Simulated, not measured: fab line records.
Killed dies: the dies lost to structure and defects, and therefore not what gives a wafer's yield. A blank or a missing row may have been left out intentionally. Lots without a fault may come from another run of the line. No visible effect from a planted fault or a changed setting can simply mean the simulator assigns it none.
Comparing a struck lot with a sound one ; flow sky130 ; 43 steps out of a route of 708
Sound: these wafers, L760.1, L760.2, L760.3. Wafers L763.2, L763.3, L763.4 were the ones struck. The cause comes at the end.
Each step with rows lists, per side, the tool, then ch with its chambers, then its first start. Under that, the readings that differ: sound wafers ; struck wafers ; difference of the means ; sigmas: that difference in standard deviations of wafers without a fault.
alike: same words and numbers on both sides, and readings whose means sit less than 2 such deviations apart. not compared: any withheld reading, any reading some wafer has no value for, any bound like >300 that may hide the same value, and any number with overlapping values for which the record gives no deviation.
A row with sigmas, a row that says differs or no value, or rows on one side alone: a step with any of these is where the two part. Non-overlapping numbers with no deviation appear without sigmas and do not part them. A reading that every wafer of one side lacks parts them only if that side has two wafers or more.

first, 6 steps without rows for these wafers: SKY_LDD_N_IMPLANT_10; SKY_LDD_N_IMPLANT_11; SKY_LDD_N_IMPLANT_12; SKY_LDD_N_IMPLANT_13; SKY_LDD_N_IMPLANT_14; SKY_LDD_N_IMPLANT_15.
SKY_LDD_N_STRIP_16: strips in O2/N2.
  sound on plasmaAsher-04 ch 0,1, day 20 18:13; struck on plasmaAsher-03 ch 0,1, day 21 06:45
  alike: chamberPressureMTorr, drypumpMotorCurrentA, oesProductAu, stripTimeToEndpointS
  not compared: rfHoursCounterH
SKY_LDD_N_TW_MEAS_17:
  sound on filmMetro-01, day 20 18:19; struck on filmMetro-03, day 21 06:52
  alike: LDD_N_TW
then, 3 steps without rows for these wafers: SKY_LDD_P_DEHYDRATE_00 (time 60 s); SKY_LDD_P_HMDS_01 (prime time 60 s); SKY_LDD_P_COAT_02 (resist thk 1140 nm).
SKY_LDD_P_SOFTBAKE_03: time 62.37 s.
  sound on lithoTrack-04 ch 0, day 21 09:38; struck on lithoTrack-01 ch 0, day 21 21:53
  alike: plateSensorTCentreC, plateSensorTEdgeC
SKY_LDD_P_EXPOSE_04: exposes mask PSDM, target cd 380 nm.
  sound on ilineStepper-02 ch 0, day 21 09:47; struck on ilineStepper-01 ch 0, day 21 22:02
reading;sound;struck;difference;sigmas
mask;PSDM#0 PSDM#0 PSDM#0;HVPTM#0 HVPTM#0 HVPTM#0;differs;
exposureDoseMJCm2;137.76 137.73 137.64;137.95 138.02 138.25;+0.36;+2
then, 2 steps without rows for these wafers: SKY_LDD_P_PEB_05; SKY_LDD_P_DEVELOP_06 (develop time 60 s).
SKY_LDD_P_CD_MEAS_07: the cd target is 380 nm.
  sound on cdSem-01, day 22 00:10; struck on cdSem-01, day 22 13:08
reading;sound;struck;difference;sigmas
cdNm (nm);377.4 379.1 381.4;- - -;no value on the struck wafers;
SKY_LDD_P_OVL_MEAS_08:
  sound on overlay-01, day 22 00:17; struck on overlay-01, day 22 13:14
reading;sound;struck;difference;sigmas
LDD_P_OVL (nm);0.3 1.5 -0.9;- - -;no value on the struck wafers;
then, 1 step without rows for these wafers: SKY_LDD_P_IMPLANT_09.
SKY_LDD_P_STRIP_10: strips in O2/N2.
  sound on plasmaAsher-01 ch 0,1, day 22 00:28; struck on plasmaAsher-04 ch 0,1, day 22 13:25
  alike: chamberPressureMTorr, drypumpMotorCurrentA, oesProductAu, stripTimeToEndpointS
  not compared: rfHoursCounterH
SKY_LDD_P_TW_MEAS_11:
  sound on filmMetro-02, day 22 00:34; struck on filmMetro-03, day 22 13:32
reading;sound;struck;difference;sigmas
LDD_P_TW;641 645 643;30 30 30;-613;-99 or more
then, 7 steps without rows for these wafers: SKY_LDD_HVN_DEHYDRATE_00 (time 60 s); SKY_LDD_HVN_HMDS_01 (prime time 60 s); SKY_LDD_HVN_COAT_02 (resist thk 300 nm); SKY_LDD_HVN_SOFTBAKE_03 (time 60 s); SKY_LDD_HVN_EXPOSE_04 (exposes mask HVNTM, target cd 700 nm); SKY_LDD_HVN_PEB_05; SKY_LDD_HVN_DEVELOP_06 (develop time 60 s).
SKY_LDD_HVN_OVL_MEAS_07:
  sound on overlay-01, day 23 06:53; struck on overlay-01, day 23 20:03
  alike: LDD_HVN_OVL
then, 1 step without rows for these wafers: SKY_LDD_HVN_IMPLANT_08.
SKY_LDD_HVN_STRIP_09: strips in O2/N2.
  sound on plasmaAsher-01 ch 0,1, day 23 07:05; struck on plasmaAsher-01 ch 0,1, day 23 20:14
  alike: chamberPressureMTorr, drypumpMotorCurrentA, oesProductAu, stripTimeToEndpointS
  not compared: rfHoursCounterH
SKY_LDD_HVN_TW_MEAS_10:
  sound on filmMetro-01, day 23 07:11; struck on filmMetro-04, day 23 20:20
  alike: LDD_HVN_TW
then, 7 steps without rows for these wafers: SKY_LDD_HVP_DEHYDRATE_00 (time 60 s); SKY_LDD_HVP_HMDS_01 (prime time 60 s); SKY_LDD_HVP_COAT_02 (resist thk 300 nm); SKY_LDD_HVP_SOFTBAKE_03 (time 60 s); SKY_LDD_HVP_EXPOSE_04 (exposes mask HVPTM, target cd 700 nm); SKY_LDD_HVP_PEB_05; SKY_LDD_HVP_DEVELOP_06 (develop time 60 s).
SKY_LDD_HVP_OVL_MEAS_07:
  sound on overlay-01, day 24 13:10; struck on overlay-01, day 25 01:25
  alike: LDD_HVP_OVL
then, 1 step without rows for these wafers: SKY_LDD_HVP_IMPLANT_08.
SKY_LDD_HVP_STRIP_09: strips in O2/N2.
  sound on plasmaAsher-02 ch 0,1, day 24 13:21; struck on plasmaAsher-01 ch 0,1, day 25 01:36
  alike: chamberPressureMTorr, drypumpMotorCurrentA, oesProductAu, stripTimeToEndpointS
  not compared: rfHoursCounterH
SKY_LDD_HVP_TW_MEAS_10:
  sound on filmMetro-01, day 24 13:27; struck on filmMetro-03, day 25 01:43
reading;sound;struck;difference;sigmas
LDD_HVP_TW;458.7 459.7 457.3;701.6 698.6 699.3;+241.3;+99 or more
-- here the record skips 23 days between the struck wafers' starts before and after, leaving off in module LDD_HVP and picking up in module PAD_OPEN (first step shown: number 708 of the route) --
SKY_PAD_OPEN_PROBE_99:
  rows exist in the record for the struck wafers here (prober-01, day 48 04:05), but not for the sound ones

== WHERE THEY PART ==
First at SKY_LDD_P_EXPOSE_04; last, within this record, at SKY_PAD_OPEN_PROBE_99.

WHY: whatever the simulator had introduced
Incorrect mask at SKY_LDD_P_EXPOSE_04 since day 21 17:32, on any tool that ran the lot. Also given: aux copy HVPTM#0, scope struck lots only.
